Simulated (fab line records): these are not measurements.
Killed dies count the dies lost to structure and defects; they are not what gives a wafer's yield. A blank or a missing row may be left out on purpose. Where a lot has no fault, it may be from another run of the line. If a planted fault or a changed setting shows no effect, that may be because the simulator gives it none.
Which tool is to blame? + flow sky130 + 12 lots, 36 wafers sampled, at 3 steps of a route of 708

WHAT THE GAUGES SHOWED, per wafer
SKY_LOCAL_INTERCONNECT_OVL_MEAS_12.
| lot  | measured     | on         | LOCAL_INTERCONNECT_OVL (nm) |
|------|--------------|------------|-----------------------------|
| L075 | day 30 09:05 | overlay-01 | -3 -11 1                    |
| L077 | day 31 08:53 | overlay-01 | 0 -6 -2                     |
| L079 | day 31 20:50 | overlay-01 | -8 -8 -4                    |
| L081 | day 32 13:50 | overlay-01 | 3 -5 3                      |
| L083 | day 33 10:08 | overlay-01 | 2 -3 -6                     |
| L085 | day 34 01:29 | overlay-02 | -6 -6 -6                    |
| L087 | day 34 15:44 | overlay-01 | -1 1 0                      |
| L089 | day 35 12:50 | overlay-01 | -5 -5 1                     |
| L091 | day 35 20:53 | overlay-02 | -2 -6 -3                    |
| L093 | day 36 13:02 | overlay-01 | 1 -4 5                      |
| L095 | day 37 02:53 | overlay-01 | -7 -10 -4                   |
| L097 | day 37 17:50 | overlay-01 | -6 -8 -6                    |

EACH LOT AND THE TOOL THAT RAN IT (in order: tool; ch and the chambers of the sampled wafers; start)
| lot  | SKY_SD_P_STRIP_10                    | SKY_SD_N_STRIP_11                    |
|------|--------------------------------------|--------------------------------------|
| L075 | plasma-asher-04 ch 0,1, day 25 12:20 | plasma-asher-02 ch 1, day 27 21:37   |
| L077 | plasma-asher-04 ch 0,1, day 26 12:02 | plasma-asher-03 ch 0,1, day 28 21:34 |
| L079 | plasma-asher-01 ch 0,1, day 26 23:05 | plasma-asher-02 ch 0,1, day 29 09:10 |
| L081 | plasma-asher-01 ch 0,1, day 27 17:28 | plasma-asher-03 ch 0,1, day 30 02:40 |
| L083 | plasma-asher-04 ch 0,1, day 28 13:50 | plasma-asher-01 ch 0,1, day 30 23:22 |
| L085 | plasma-asher-04 ch 0,1, day 29 06:23 | plasma-asher-01 ch 0,1, day 31 15:01 |
| L087 | plasma-asher-01 ch 0,1, day 29 21:12 | plasma-asher-02 ch 0,1, day 32 06:21 |
| L089 | plasma-asher-01 ch 0,1, day 30 19:16 | plasma-asher-01 ch 0,1, day 33 03:19 |
| L091 | plasma-asher-01 ch 0,1, day 31 04:25 | plasma-asher-02 ch 0,1, day 33 12:40 |
| L093 | plasma-asher-01 ch 0,1, day 31 21:10 | plasma-asher-01 ch 0,1, day 34 04:22 |
| L095 | plasma-asher-01 ch 0,1, day 32 14:00 | plasma-asher-01 ch 0,1, day 34 20:42 |
| L097 | plasma-asher-03 ch 0,1, day 33 03:32 | plasma-asher-02 ch 0,1, day 35 10:49 |
- SKY_SD_P_STRIP_10: strips in O2/N2.
- SKY_SD_N_STRIP_11: strips in O2/N2.

THE ANSWER, worked out from the rows above alone
Rule: the usual values come from the lots themselves. Put in order of their means at a reading, lots are off if they are a third of the lots or fewer, leave a main group of 4 or more, and stand apart from it by a gap of 3 or more times the standard deviation of the main group's means; of several such gaps the widest counts. Not used: any main group whose means are identical at the precision the tables above print for the reading. Also off: a lot with no number at a reading for which 4 or more lots have one. Any other lot the step has rows for is counted as sound.
No lot is off at any reading shown: from this, nothing can be told.

WHAT THE SIMULATOR PUT IN
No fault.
